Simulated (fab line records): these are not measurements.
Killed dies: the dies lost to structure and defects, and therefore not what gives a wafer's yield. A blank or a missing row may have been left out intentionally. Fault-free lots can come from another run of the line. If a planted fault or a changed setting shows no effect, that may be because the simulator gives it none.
Which tool was responsible? / flow sky130 / 33 wafers from 11 lots sampled at 5 of the route's 708 steps

WHAT THE GAUGES READ, wafer by wafer
SKY_LI_CONTACT_CD_MEAS_12 targets a cd of 170 nm. Usual: cdNm reads 170.7 nm (standard deviation 1.6).
lot=L704; measured=day 28 21:24; on=cdSem-02; cdNm (nm)=170.3 170.2 171.1; flag=
lot=L705; measured=day 28 23:42; on=cdSem-01; cdNm (nm)=173.7 173.5 173.4; flag=
lot=L706; measured=day 29 15:50; on=cdSem-02; cdNm (nm)=169.2 169.3 166.8; flag=
lot=L707; measured=day 29 20:34; on=cdSem-01; cdNm (nm)=169.6 170.6 169.2; flag=
lot=L708; measured=day 30 03:45; on=cdSem-01; cdNm (nm)=171.3 170.7 170.6; flag=
lot=L709; measured=day 30 13:42; on=cdSem-01; cdNm (nm)=168.4 168.5 169.0; flag=
lot=L710; measured=day 30 23:55; on=cdSem-01; cdNm (nm)=171.1 170.8 171.1; flag=
lot=L711; measured=day 31 11:54; on=cdSem-02; cdNm (nm)=170.1 170.8 172.1; flag=
lot=L719; measured=day 34 11:00; on=cdSem-01; cdNm (nm)=170.2 169.0 168.8; flag=
lot=L722; measured=day 34 18:02; on=cdSem-01; cdNm (nm)=172.9 172.0 171.7; flag=
lot=L725; measured=day 36 05:28; on=cdSem-01; cdNm (nm)=171.4 169.9 171.6; flag=

SKY_CONTACT_THK_MEAS_03. Usual: CONTACT_HDPCVD_THK typically reads 563 nm, with standard deviation 6.2.
lot=L704; measured=day 30 04:25; on=filmMetro-02; CONTACT_HDPCVD_THK (nm)=564 555 551; flag=
lot=L705; measured=day 30 06:38; on=filmMetro-04; CONTACT_HDPCVD_THK (nm)=559 565 555; flag=
lot=L706; measured=day 30 21:32; on=filmMetro-01; CONTACT_HDPCVD_THK (nm)=564 567 560; flag=
lot=L707; measured=day 31 02:19; on=filmMetro-02; CONTACT_HDPCVD_THK (nm)=560 565 553; flag=
lot=L708; measured=day 31 10:37; on=filmMetro-02; CONTACT_HDPCVD_THK (nm)=572 560 565; flag=
lot=L709; measured=day 31 19:10; on=filmMetro-02; CONTACT_HDPCVD_THK (nm)=570 568 564; flag=
lot=L710; measured=day 32 06:08; on=filmMetro-04; CONTACT_HDPCVD_THK (nm)=570 568 567; flag=
lot=L711; measured=day 32 17:49; on=filmMetro-01; CONTACT_HDPCVD_THK (nm)=557 557 563; flag=
lot=L719; measured=day 35 15:10; on=filmMetro-01; CONTACT_HDPCVD_THK (nm)=568 562 559; flag=
lot=L722; measured=day 35 23:31; on=filmMetro-01; CONTACT_HDPCVD_THK (nm)=806 559 560 807 558 560; flag=OFF
lot=L725; measured=day 37 09:46; on=filmMetro-01; CONTACT_HDPCVD_THK (nm)=574 565 559; flag=

WHAT TOOL EACH LOT RAN ON (gives the tool, then ch and the chambers of the sampled wafers, and finally the start)
lot=L704; SKY_RES_XHIGH_STRIP_08=plasmaAsher-04 ch 0,1, day 26 11:03; SKY_LOCAL_INTERCONNECT_METAL_ETCH_14=rieMetal-01 ch 0,1, day 30 03:31; SKY_CONTACT_HDPCVD_02=hdpcvd-01 ch 0,2, day 30 04:20
lot=L705; SKY_RES_XHIGH_STRIP_08=plasmaAsher-01 ch 0,1, day 26 13:07; SKY_LOCAL_INTERCONNECT_METAL_ETCH_14=rieMetal-01 ch 0,1, day 30 05:44; SKY_CONTACT_HDPCVD_02=hdpcvd-01 ch 1,2, day 30 06:34
lot=L706; SKY_RES_XHIGH_STRIP_08=plasmaAsher-04 ch 0,1, day 27 05:52; SKY_LOCAL_INTERCONNECT_METAL_ETCH_14=rieMetal-01 ch 0,1, day 30 20:41; SKY_CONTACT_HDPCVD_02=hdpcvd-01 ch 0,1, day 30 21:28
lot=L707; SKY_RES_XHIGH_STRIP_08=plasmaAsher-02 ch 0,1, day 27 09:24; SKY_LOCAL_INTERCONNECT_METAL_ETCH_14=rieMetal-03 ch 0,1, day 31 01:31; SKY_CONTACT_HDPCVD_02=hdpcvd-02 ch 0,1, day 31 02:15
lot=L708; SKY_RES_XHIGH_STRIP_08=plasmaAsher-01 ch 0,1, day 27 17:42; SKY_LOCAL_INTERCONNECT_METAL_ETCH_14=rieMetal-03 ch 0,1, day 31 09:20; SKY_CONTACT_HDPCVD_02=hdpcvd-01 ch 0,1,2, day 31 10:32
lot=L709; SKY_RES_XHIGH_STRIP_08=plasmaAsher-02 ch 0, day 28 02:55; SKY_LOCAL_INTERCONNECT_METAL_ETCH_14=rieMetal-04 ch 0, day 31 18:16; SKY_CONTACT_HDPCVD_02=hdpcvd-01 ch 0,2, day 31 19:06
lot=L710; SKY_RES_XHIGH_STRIP_08=plasmaAsher-04 ch 0,1, day 28 14:15; SKY_LOCAL_INTERCONNECT_METAL_ETCH_14=rieMetal-03 ch 0,1, day 32 05:16; SKY_CONTACT_HDPCVD_02=hdpcvd-01 ch 0,2, day 32 06:03
lot=L711; SKY_RES_XHIGH_STRIP_08=plasmaAsher-02 ch 0,1, day 29 02:46; SKY_LOCAL_INTERCONNECT_METAL_ETCH_14=rieMetal-03 ch 0,1, day 32 16:59; SKY_CONTACT_HDPCVD_02=hdpcvd-01 ch 0,1,2, day 32 17:44
lot=L719; SKY_RES_XHIGH_STRIP_08=plasmaAsher-04 ch 0,1, day 32 02:55; SKY_LOCAL_INTERCONNECT_METAL_ETCH_14=rieMetal-03 ch 0,1, day 35 14:20; SKY_CONTACT_HDPCVD_02=hdpcvd-02 ch 0,1, day 35 15:05
lot=L722; SKY_RES_XHIGH_STRIP_08=plasmaAsher-01 ch 0,1, day 32 12:14; SKY_LOCAL_INTERCONNECT_METAL_ETCH_14=rieMetal-01 ch 1, day 35 22:38; SKY_CONTACT_HDPCVD_02=hdpcvd-01 ch 0,1,2, day 35 23:25
lot=L725; SKY_RES_XHIGH_STRIP_08=plasmaAsher-01 ch 0,1, day 33 22:51; SKY_LOCAL_INTERCONNECT_METAL_ETCH_14=rieMetal-03 ch 0,1, day 37 08:58; SKY_CONTACT_HDPCVD_02=hdpcvd-02 ch 0,1,2, day 37 09:42
- SKY_RES_XHIGH_STRIP_08: strips in O2/N2.
- SKY_LOCAL_INTERCONNECT_METAL_ETCH_14: etches TiN in Cl2/BCl3, stops on PSG, target depth 110 nm, time 31.4 s.
- SKY_CONTACT_HDPCVD_02: deposits SiO2, target thk 565 nm, time 94.2 s.

WHAT THE TOOLS THEMSELVES READ (means of the sampled wafers that have a number; where no wafer has one, the mark that the record gives instead)
SKY_RES_XHIGH_STRIP_08. Usual: drypumpMotorCurrentA 5.4 A, standard deviation 0.38; o2FlowSccm 3001 sccm, standard deviation 9.7; oesProductAu 0.711 a.u., standard deviation 0.0044; stripTimeToEndpointS 14.26 s, standard deviation 0.039.
lot=L704; tool=plasmaAsher-04; drypumpMotorCurrentA (A)=5.8; o2FlowSccm (sccm)=2989; oesProductAu (a.u.)=0.713; stripTimeToEndpointS (s)=14.27; flag=
lot=L705; tool=plasmaAsher-01; drypumpMotorCurrentA (A)=5.4; o2FlowSccm (sccm)=2994; oesProductAu (a.u.)=0.709; stripTimeToEndpointS (s)=14.26; flag=
lot=L706; tool=plasmaAsher-04; drypumpMotorCurrentA (A)=5.8; o2FlowSccm (sccm)=3012; oesProductAu (a.u.)=0.710; stripTimeToEndpointS (s)=14.24; flag=
lot=L707; tool=plasmaAsher-02; drypumpMotorCurrentA (A)=5.0; o2FlowSccm (sccm)=3001; oesProductAu (a.u.)=0.703; stripTimeToEndpointS (s)=14.24; flag=
lot=L708; tool=plasmaAsher-01; drypumpMotorCurrentA (A)=5.4; o2FlowSccm (sccm)=2994; oesProductAu (a.u.)=0.711; stripTimeToEndpointS (s)=14.33; flag=
lot=L709; tool=plasmaAsher-02; drypumpMotorCurrentA (A)=5.7; o2FlowSccm (sccm)=2998; oesProductAu (a.u.)=0.708; stripTimeToEndpointS (s)=14.28; flag=
lot=L710; tool=plasmaAsher-04; drypumpMotorCurrentA (A)=5.9; o2FlowSccm (sccm)=2997; oesProductAu (a.u.)=0.708; stripTimeToEndpointS (s)=14.29; flag=
lot=L711; tool=plasmaAsher-02; drypumpMotorCurrentA (A)=5.0; o2FlowSccm (sccm)=3001; oesProductAu (a.u.)=0.710; stripTimeToEndpointS (s)=14.27; flag=
lot=L719; tool=plasmaAsher-04; drypumpMotorCurrentA (A)=5.8; o2FlowSccm (sccm)=3004; oesProductAu (a.u.)=0.714; stripTimeToEndpointS (s)=14.27; flag=
lot=L722; tool=plasmaAsher-01; drypumpMotorCurrentA (A)=5.4; o2FlowSccm (sccm)=3001; oesProductAu (a.u.)=0.710; stripTimeToEndpointS (s)=14.25; flag=
lot=L725; tool=plasmaAsher-01; drypumpMotorCurrentA (A)=5.3; o2FlowSccm (sccm)=2998; oesProductAu (a.u.)=0.714; stripTimeToEndpointS (s)=14.28; flag=

SKY_LOCAL_INTERCONNECT_METAL_ETCH_14. Usual: drypumpMotorCurrentA 6.0 A, standard deviation 0.34; oesProductAu 0.940 a.u., standard deviation 0.0066; throttleValvePct 21.902 %, standard deviation 0.0098.
lot=L704; tool=rieMetal-01; drypumpMotorCurrentA (A)=5.8; oesProductAu (a.u.)=0.942; throttleValvePct (%)=21.899; flag=
lot=L705; tool=rieMetal-01; drypumpMotorCurrentA (A)=5.8; oesProductAu (a.u.)=0.938; throttleValvePct (%)=21.905; flag=
lot=L706; tool=rieMetal-01; drypumpMotorCurrentA (A)=5.8; oesProductAu (a.u.)=0.943; throttleValvePct (%)=21.901; flag=
lot=L707; tool=rieMetal-03; drypumpMotorCurrentA (A)=6.1; oesProductAu (a.u.)=0.939; throttleValvePct (%)=21.900; flag=
lot=L708; tool=rieMetal-03; drypumpMotorCurrentA (A)=6.1; oesProductAu (a.u.)=0.940; throttleValvePct (%)=21.898; flag=
lot=L709; tool=rieMetal-04; drypumpMotorCurrentA (A)=5.8; oesProductAu (a.u.)=0.939; throttleValvePct (%)=21.899; flag=
lot=L710; tool=rieMetal-03; drypumpMotorCurrentA (A)=6.2; oesProductAu (a.u.)=0.945; throttleValvePct (%)=21.901; flag=
lot=L711; tool=rieMetal-03; drypumpMotorCurrentA (A)=6.1; oesProductAu (a.u.)=0.924; throttleValvePct (%)=21.899; flag=
lot=L719; tool=rieMetal-03; drypumpMotorCurrentA (A)=6.1; oesProductAu (a.u.)=0.943; throttleValvePct (%)=21.899; flag=
lot=L722; tool=rieMetal-01; drypumpMotorCurrentA (A)=5.5; oesProductAu (a.u.)=0.945; throttleValvePct (%)=21.895; flag=
lot=L725; tool=rieMetal-03; drypumpMotorCurrentA (A)=6.1; oesProductAu (a.u.)=0.940; throttleValvePct (%)=21.899; flag=

THE ANSWER, worked out from the rows above alone
Rule: a lot is off if the mean of its wafers that have a number lies more than 3 standard deviations from the usual mean. A lot without any number at a reading at which 4 lots or more have one is off too. Any other lot the step has rows for is counted as sound. After the gauges, taken in route order, come the tools' own readings; for these a lot's mean is taken, as printed above. The first step at which some lot is off is used, and at that step the reading that is off furthest; a lot without a number counts as furthest.
Off: L722, at SKY_CONTACT_THK_MEAS_03 (CONTACT_HDPCVD_THK).
If a tool, at a process step before that reading, ran all the lots that are off and no sound lot after the first of them, it fits. Those tools and the gauges at SKY_CONTACT_THK_MEAS_03 are tried in the same way. 2 tools fit, rieMetal-01 at SKY_LOCAL_INTERCONNECT_METAL_ETCH_14 and hdpcvd-01 at SKY_CONTACT_HDPCVD_02, so this cannot tell which one it is.

WHAT THE SIMULATOR HAD PUT IN
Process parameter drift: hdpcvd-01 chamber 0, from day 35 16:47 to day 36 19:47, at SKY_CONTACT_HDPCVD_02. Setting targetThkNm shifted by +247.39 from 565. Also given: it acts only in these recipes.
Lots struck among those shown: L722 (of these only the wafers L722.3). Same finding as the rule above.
